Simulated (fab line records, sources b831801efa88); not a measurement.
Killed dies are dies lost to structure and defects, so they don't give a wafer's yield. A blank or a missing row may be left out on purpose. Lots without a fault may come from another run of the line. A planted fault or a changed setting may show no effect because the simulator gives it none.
Which tool did it? | flow sky130 | 14 lots, 42 wafers sampled, at 5 steps of a route of 708

WHAT THE GAUGES READ, wafer by wafer
The record holds no reading of a measuring or inspecting step that can be judged against a usual standard deviation.

WHICH TOOL RAN EACH LOT (tool, then ch and the chambers of the sampled wafers, then the start)
lot  | SKY_RES_XHIGH_STRIP_08               | SKY_SD_N_STRIP_11                    | SKY_LI_CONTACT_ETCH_15             | SKY_LI_CONTACT_STRIP_16              | SKY_LI_CONTACT_CVD_21
L380 | plasma_asher-01 ch 0,1, day 26 15:43 | plasma_asher-02 ch 0,1, day 27 20:39 | rie_diel-04 ch 1,2,3, day 29 02:22 | plasma_asher-01 ch 0,1, day 29 02:27 | cvd_w-02 ch 0,1, day 29 02:53
L381 | plasma_asher-02 ch 0,1, day 27 01:01 | plasma_asher-02 ch 0,1, day 28 06:28 | rie_diel-02 ch 0,2,3, day 29 11:50 | plasma_asher-02 ch 0,1, day 29 11:55 | cvd_w-02 ch 1, day 29 12:22
L382 | plasma_asher-02 ch 0,1, day 28 11:04 | plasma_asher-04 ch 0,1, day 29 14:52 | rie_diel-04 ch 1,3, day 30 20:14   | plasma_asher-01 ch 0,1, day 30 20:19 | cvd_w-01 ch 0,1, day 30 20:46
L386 | plasma_asher-01 ch 0,1, day 28 15:15 | plasma_asher-04 ch 0,1, day 29 19:37 | rie_diel-03 ch 1,3, day 31 00:56   | plasma_asher-03 ch 0,1, day 31 01:01 | cvd_w-02 ch 0,1, day 31 01:28
L384 | plasma_asher-02 ch 0,1, day 28 15:47 | plasma_asher-02 ch 0,1, day 29 19:44 | rie_diel-04 ch 1,2,3, day 31 01:11 | plasma_asher-01 ch 0,1, day 31 01:16 | cvd_w-01 ch 0,1, day 31 01:42
L387 | plasma_asher-02 ch 0,1, day 28 23:21 | plasma_asher-04 ch 0,1, day 30 02:52 | rie_diel-03 ch 0,2,3, day 31 07:36 | plasma_asher-01 ch 0,1, day 31 07:41 | cvd_w-01 ch 0,1, day 31 08:07
L389 | plasma_asher-01 ch 0,1, day 29 19:05 | plasma_asher-03 ch 0,1, day 30 22:25 | rie_diel-04 ch 0,3, day 32 03:50   | plasma_asher-01 ch 0,1, day 32 03:55 | cvd_w-02 ch 0,1, day 32 04:21
L391 | plasma_asher-04 ch 0,1, day 30 07:45 | plasma_asher-03 ch 0,1, day 31 11:07 | rie_diel-04 ch 0,1,3, day 32 16:21 | plasma_asher-03 ch 0,1, day 32 16:28 | cvd_w-02 ch 0,1, day 32 16:55
L390 | plasma_asher-04 ch 0,1, day 30 08:21 | plasma_asher-02 ch 0,1, day 31 11:22 | rie_diel-03 ch 1,2,3, day 32 16:42 | plasma_asher-01 ch 0,1, day 32 16:47 | cvd_w-01 ch 0,1, day 32 17:13
L392 | plasma_asher-02 ch 0,1, day 30 19:36 | plasma_asher-03 ch 0,1, day 32 00:25 | rie_diel-03 ch 0,1,3, day 33 05:26 | plasma_asher-01 ch 0,1, day 33 05:32 | cvd_w-02 ch 0,1, day 33 05:58
L395 | plasma_asher-02 ch 0,1, day 32 06:29 | plasma_asher-03 ch 0,1, day 33 10:10 | rie_diel-03 ch 0,2,3, day 34 14:15 | plasma_asher-02 ch 0,1, day 34 14:20 | cvd_w-01 ch 0,1, day 34 14:56
L399 | plasma_asher-02 ch 0,1, day 32 20:10 | plasma_asher-03 ch 0,1, day 33 23:28 | rie_diel-04 ch 1,2, day 35 03:51   | plasma_asher-03 ch 0,1, day 35 03:58 | cvd_w-02 ch 0,1, day 35 04:40
L400 | plasma_asher-04 ch 0,1, day 33 03:47 | plasma_asher-03 ch 0,1, day 34 08:01 | rie_diel-02 ch 0,1, day 35 12:37   | plasma_asher-02 ch 0,1, day 35 12:42 | cvd_w-02 ch 0,1, day 35 13:09
L402 | plasma_asher-01 ch 0,1, day 33 20:14 | plasma_asher-04 ch 0,1, day 35 00:37 | rie_diel-04 ch 0,1,3, day 36 03:44 | plasma_asher-01 ch 0,1, day 36 03:49 | cvd_w-02 ch 0,1, day 36 04:25
- SKY_RES_XHIGH_STRIP_08: strips in O2/N2.
- SKY_SD_N_STRIP_11: strips in O2/N2.
- SKY_LI_CONTACT_ETCH_15: etches PSG in C4F8/O2/Ar, stops on Si, target depth 600 nm.
- SKY_LI_CONTACT_STRIP_16: strips in O2/N2.
- SKY_LI_CONTACT_CVD_21: deposits W, target thk 400 nm, time 120.56 s.

WHAT THE TOOLS THEMSELVES READ (means of the sampled wafers that have a number; where no wafer has one, the mark that the record gives instead)
SKY_RES_XHIGH_STRIP_08. Usual: chamber_pressure_mTorr 1500.0 mTorr, standard deviation 1.2; drypump_motor_current_A 5.6 A, standard deviation 0.37; oes_product_au 0.711 a.u., standard deviation 0.0048; strip_time_to_endpoint_s 14.26 s, standard deviation 0.043.
lot  | tool            | chamber_pressure_mTorr (mTorr) | drypump_motor_current_A (A) | oes_product_au (a.u.) | strip_time_to_endpoint_s (s) | flag
L380 | plasma_asher-01 | 1501.3                         | 5.1                         | 0.711                 | 14.26                        |
L381 | plasma_asher-02 | 1499.8                         | 6.0                         | 0.712                 | 14.28                        |
L382 | plasma_asher-02 | 1499.5                         | 5.8                         | 0.711                 | 14.21                        |
L386 | plasma_asher-01 | 1498.7                         | 5.1                         | 0.711                 | 14.27                        |
L384 | plasma_asher-02 | 1499.7                         | 5.8                         | 0.708                 | 14.26                        |
L387 | plasma_asher-02 | 1499.3                         | 6.0                         | 0.706                 | 14.27                        |
L389 | plasma_asher-01 | 1499.9                         | 5.1                         | 0.713                 | 14.35                        |
L391 | plasma_asher-04 | 1499.7                         | 5.6                         | 0.713                 | 14.32                        |
L390 | plasma_asher-04 | 1501.4                         | 5.6                         | 0.714                 | 14.28                        |
L392 | plasma_asher-02 | 1500.7                         | 5.8                         | 0.706                 | 14.27                        |
L395 | plasma_asher-02 | 1500.0                         | 5.8                         | 0.710                 | 14.25                        |
L399 | plasma_asher-02 | 1500.3                         | 6.0                         | 0.714                 | 14.21                        |
L400 | plasma_asher-04 | 1499.0                         | 5.6                         | 0.708                 | 14.29                        |
L402 | plasma_asher-01 | 1501.0                         | 5.2                         | 0.714                 | 14.26                        |

SKY_SD_N_STRIP_11. Usual: chamber_pressure_mTorr 1500.1 mTorr, standard deviation 1.4; drypump_motor_current_A 5.72 A, standard deviation 0.22; oes_product_au 0.527 a.u., standard deviation 0.0051; strip_time_to_endpoint_s 22.52 s, standard deviation 0.038.
lot  | tool            | chamber_pressure_mTorr (mTorr) | drypump_motor_current_A (A) | oes_product_au (a.u.) | strip_time_to_endpoint_s (s) | flag
L380 | plasma_asher-02 | 1498.3                         | 5.98                        | 0.528                 | 22.54                        |
L381 | plasma_asher-02 | 1500.2                         | 5.80                        | 0.535                 | 22.57                        |
L382 | plasma_asher-04 | 1499.1                         | 5.62                        | 0.524                 | 22.49                        |
L386 | plasma_asher-04 | 1498.8                         | 5.63                        | 0.526                 | 22.52                        |
L384 | plasma_asher-02 | 1501.3                         | 5.83                        | 0.529                 | 22.54                        |
L387 | plasma_asher-04 | 1499.5                         | 5.68                        | 0.527                 | 22.49                        |
L389 | plasma_asher-03 | 1499.6                         | 5.54                        | 0.526                 | 22.53                        |
L391 | plasma_asher-03 | 1500.1                         | 5.55                        | 0.526                 | 22.51                        |
L390 | plasma_asher-02 | 1501.1                         | 5.81                        | 0.533                 | 22.54                        |
L392 | plasma_asher-03 | 1500.1                         | 5.68                        | 0.530                 | 22.50                        |
L395 | plasma_asher-03 | 1500.9                         | 5.52                        | 0.527                 | 22.52                        |
L399 | plasma_asher-03 | 1501.0                         | 5.70                        | 0.526                 | 22.53                        |
L400 | plasma_asher-03 | 1500.7                         | 5.53                        | 0.526                 | 22.55                        |
L402 | plasma_asher-04 | 1499.3                         | 5.68                        | 0.524                 | 22.50                        |

SKY_LI_CONTACT_ETCH_15. Usual: bias_w 1163 W, standard deviation 3.6; chamber_pressure_mTorr 40.00 mTorr, standard deviation 0.039; oes_product_au 0.838 a.u., standard deviation 0.0045.
lot  | tool        | bias_w (W) | chamber_pressure_mTorr (mTorr) | oes_product_au (a.u.) | flag
L380 | rie_diel-04 | 1166       | 39.99                          | 0.840                 |
L381 | rie_diel-02 | 1162       | 40.03                          | 0.838                 |
L382 | rie_diel-04 | 1162       | 39.97                          | 0.842                 |
L386 | rie_diel-03 | 1163       | 39.99                          | 0.839                 |
L384 | rie_diel-04 | 1166       | 39.99                          | 0.834                 |
L387 | rie_diel-03 | 1159       | 39.98                          | 0.840                 |
L389 | rie_diel-04 | 1163       | 39.98                          | 0.839                 |
L391 | rie_diel-04 | 1166       | 40.04                          | 0.842                 |
L390 | rie_diel-03 | 1164       | 39.99                          | 0.839                 |
L392 | rie_diel-03 | 1162       | 39.98                          | 0.837                 |
L395 | rie_diel-03 | 1164       | 40.01                          | 0.836                 |
L399 | rie_diel-04 | 1162       | 40.01                          | 0.835                 |
L400 | rie_diel-02 | 1161       | 39.96                          | 0.835                 |
L402 | rie_diel-04 | 1161       | 40.00                          | 0.835                 |

SKY_LI_CONTACT_STRIP_16. Usual: chamber_pressure_mTorr 1499.9 mTorr, standard deviation 1.5; drypump_motor_current_A 5.5 A, standard deviation 0.39; oes_product_au 0.376 a.u., standard deviation 0.0049; strip_time_to_endpoint_s 3.500 s, standard deviation 0.023.
lot  | tool            | chamber_pressure_mTorr (mTorr) | drypump_motor_current_A (A) | oes_product_au (a.u.) | strip_time_to_endpoint_s (s) | flag
L380 | plasma_asher-01 | 1500.8                         | 5.1                         | 0.376                 | 3.498                        |
L381 | plasma_asher-02 | 1500.9                         | 5.8                         | 0.382                 | 3.501                        |
L382 | plasma_asher-01 | 1500.3                         | 5.1                         | 0.374                 | 3.509                        |
L386 | plasma_asher-03 | 1499.4                         | 5.5                         | 0.380                 | 3.505                        |
L384 | plasma_asher-01 | 1500.3                         | 5.1                         | 0.371                 | 3.479                        |
L387 | plasma_asher-01 | 1498.2                         | 5.1                         | 0.376                 | 3.536                        |
L389 | plasma_asher-01 | 1498.8                         | 5.1                         | 0.370                 | 3.509                        |
L391 | plasma_asher-03 | 1499.3                         | 5.5                         | 0.373                 | 3.497                        |
L390 | plasma_asher-01 | 1500.3                         | 5.1                         | 0.381                 | 3.503                        |
L392 | plasma_asher-01 | 1499.5                         | 5.1                         | 0.380                 | 3.639                        | OFF
L395 | plasma_asher-02 | 1499.7                         | 6.0                         | 0.382                 | 3.618                        | OFF
L399 | plasma_asher-03 | 1500.7                         | 5.7                         | 0.376                 | 3.491                        |
L400 | plasma_asher-02 | 1500.1                         | 5.8                         | 0.375                 | 3.473                        |
L402 | plasma_asher-01 | 1499.8                         | 5.1                         | 0.371                 | 3.477                        |

SKY_LI_CONTACT_CVD_21. Usual: chamber_pressure_Torr 39.98 Torr, standard deviation 0.092; heater_power_w 869 W, standard deviation 27.
lot  | tool     | chamber_pressure_Torr (Torr) | heater_power_w (W) | flag
L380 | cvd_w-02 | 39.95                        | 869                |
L381 | cvd_w-02 | 40.03                        | 856                |
L382 | cvd_w-01 | 40.06                        | 849                |
L386 | cvd_w-02 | 39.98                        | 872                |
L384 | cvd_w-01 | 39.99                        | 865                |
L387 | cvd_w-01 | 40.14                        | 854                |
L389 | cvd_w-02 | 39.99                        | 866                |
L391 | cvd_w-02 | 40.06                        | 855                |
L390 | cvd_w-01 | 39.92                        | 874                |
L392 | cvd_w-02 | 40.00                        | 878                |
L395 | cvd_w-01 | 39.98                        | 850                |
L399 | cvd_w-02 | 39.99                        | 882                |
L400 | cvd_w-02 | 39.91                        | 880                |
L402 | cvd_w-02 | 40.03                        | 869                |

THE ANSWER, worked out from the rows above alone
Rule: a lot is off if the mean of its wafers that have a number lies more than 3 standard deviations from the usual mean. A lot without any number at a reading at which 4 lots or more have one is off too. The other lots that the step has rows for count as sound. The gauges are gone through in route order, then the tools' own readings, and for those a lot's mean is taken as printed above. The first step at which some lot is off is used, and at that step the reading that is off furthest; a lot without a number counts as furthest.
Off: L392, L395, at SKY_LI_CONTACT_STRIP_16 (strip_time_to_endpoint_s).
A tool fits if, at that step or a process step before it, it ran every lot that is off, and no sound lot after the first of them. One fits: rie_diel-03 at SKY_LI_CONTACT_ETCH_15. Its last sound lot is L390 (day 32 16:42), its first lot that is off L392 (day 33 05:26): a fault that began between those two fits.

WHAT THE SIMULATOR HAD PUT IN
Process parameter drift: rie_diel-03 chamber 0, from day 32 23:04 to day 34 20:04, at SKY_LI_CONTACT_ETCH_15. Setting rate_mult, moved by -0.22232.
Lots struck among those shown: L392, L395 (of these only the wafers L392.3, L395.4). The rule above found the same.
